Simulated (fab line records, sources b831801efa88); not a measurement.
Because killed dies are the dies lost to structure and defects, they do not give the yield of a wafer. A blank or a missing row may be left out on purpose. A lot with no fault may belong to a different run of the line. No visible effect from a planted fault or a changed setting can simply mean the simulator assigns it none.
The same fault as seen by 2 desks ; flow sky130 ; what lay behind the numbers comes last; until then each desk has only its own

## FOR THE TOOL OWNER'S DESK: cvd-w-01
The tool's own readings at SKY_LI_CONTACT_CVD_21 (deposits W, target thk 400 nm, time 120.56 s): means of the sampled wafers that have a number, for each lot that ran on this tool. The brackets show how far a lot's mean lies from the usual mean; more than 4 standard deviations puts the lot out of limits, marked OUT.
Columns: A = chamber-pressure-Torr at SKY_LI_CONTACT_CVD_21, usual 39.99 Torr; B = heater-power-w at SKY_LI_CONTACT_CVD_21, usual 816 W; C = susceptor-temp-C at SKY_LI_CONTACT_CVD_21, usual 399.97 C
lot;first seen here;A;B;C
L326;day 29 20:31;39.90;832;399.74
L328;day 30 23:15;40.08;824;399.81
L331;day 32 08:33;40.03;783;401.87 (+7.9) OUT
L333;day 33 02:14;40.01;879;406.35 (+27) OUT
L344;day 35 12:00;40.00;802;399.81
L345;day 35 16:37;39.96;789;399.75
L348;day 36 16:32;40.07;857;399.96
This desk's finding: out of limits on L331, L333; first on L331, day 32 08:33 (susceptor-temp-C at SKY_LI_CONTACT_CVD_21). Within limits: L326, L328, L344, L345, L348.

## THE METROLOGY DESK
What the gauges read for every lot (on any tool): the sampled wafers with a number, averaged. The brackets show how far a lot's mean lies from the usual mean; more than 4 standard deviations puts the lot out of limits, marked OUT.
Columns: A = LI_CONTACT_W_RS at SKY_LI_CONTACT_RS_MEAS_22, usual 0.285 ohm/sq; B = LI_CONTACT_W_THK at SKY_LI_CONTACT_THK_MEAS_23, usual 413 nm; C = LOCAL_INTERCONNECT_TIN_THK at SKY_LOCAL_INTERCONNECT_THK_MEAS_02, usual 99.6 nm
lot;first seen here;A;B;C
L326;day 29 20:38;0.281;407;100.7
L328;day 30 23:22;0.286;402;99.3
L331;day 32 08:40;0.271 (-4.4) OUT;444;100.1
L333;day 33 02:23;0.253 (-10) OUT;456 (+5.4) OUT;99.3
L335;day 33 07:23;0.288;413;99.6
L338;day 33 20:05;0.284;418;98.6
L340;day 34 13:26;0.285;410;99.6
L344;day 35 12:07;0.286;418;98.1
L345;day 35 16:44;0.285;419;98.0
L348;day 36 16:44;0.285;412;100.1
This desk's result: L331, L333 out of limits, first on L331 (LI_CONTACT_W_RS at SKY_LI_CONTACT_RS_MEAS_22), day 32 08:40. Within limits: L326, L328, L335, L338, L340, L344, L345, L348.

## ALL TOGETHER
At day 32 08:33, on L331, L333, the tool owner's desk was in a position to raise an alarm.
Metrology desk: alarm possible at day 32 08:40 on L331, L333.
On cvd-w-01, each named lot ran SKY_LI_CONTACT_CVD_21.

## WHAT WAS PUT IN BY THE SIMULATOR
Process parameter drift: cvd-w-01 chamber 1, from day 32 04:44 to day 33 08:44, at SKY_LI_CONTACT_CVD_21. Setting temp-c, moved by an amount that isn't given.
Struck lots among those shown: L331, L333.
Time in hours from fault onset to the first out-of-limits reading at each desk: tool owner's desk 4, metrology desk 4.
